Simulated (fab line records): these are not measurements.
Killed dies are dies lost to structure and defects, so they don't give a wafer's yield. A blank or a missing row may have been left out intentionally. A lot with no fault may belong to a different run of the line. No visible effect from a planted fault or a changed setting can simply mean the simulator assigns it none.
Matching of chambers | flow gf180mcu | rie_diel-04 running GF_V5_ETCH_16: 4 sister chambers
The step etches BARC in N2/H2. 8 wafers are shown with their chamber, then 7 later ones without.

== WAFERS WITH THEIR CHAMBER ==
wafer  | chamber | drypump_motor_current_A (A) | oes_product_au (a.u.)
L074.2 | 1       | 6.1                         | 0.863
L078.3 | 0       | 5.2                         | 0.850
L087.1 | 1       | 6.1                         | 0.858
L087.2 | 2       | 5.9                         | 0.860
L092.5 | 2       | 5.9                         | 0.860
L092.6 | 3       | 6.7                         | 0.859
L093.1 | 0       | 5.3                         | 0.849
L093.5 | 3       | 6.7                         | 0.859

== WAFERS MISSING THEIR CHAMBER ==
wafer  | drypump_motor_current_A (A) | oes_product_au (a.u.)
L093.6 | 5.9                         | 0.857
L094.2 | 6.1                         | 0.856
L094.3 | 5.9                         | 0.862
L094.5 | 5.3                         | 0.854
L095.1 | 5.9                         | 0.858
L095.2 | 6.1                         | 0.854
L095.6 | 5.2                         | 0.861

== THE CHAMBER EACH PASSED THROUGH ==
wafer  | from the rows above | in truth
L093.6 | 2                   | 2
L094.2 | 1                   | 1
L094.3 | 2                   | 2
L094.5 | 0                   | 0
L095.1 | 2                   | 2
L095.2 | 1                   | 1
L095.6 | 0                   | 0
Placed correctly: 7 of 7. From these rows, 0 cannot be placed. 0 placed wrongly.
How it was worked out, from the rows above alone: a wafer's distance from a chamber is the root of the sum, over the readings, of the square of ((its reading less the chamber's mean) divided by the reading's scatter). The wafer belongs to the nearest chamber; if the next one is less than 2 further off, it can't be placed. Each chamber's mean is taken over the wafers shown for it. The scatter: the root of (the sum of the squares of (reading less its chamber's mean) over the shown wafers, divided by (wafers less chambers)).
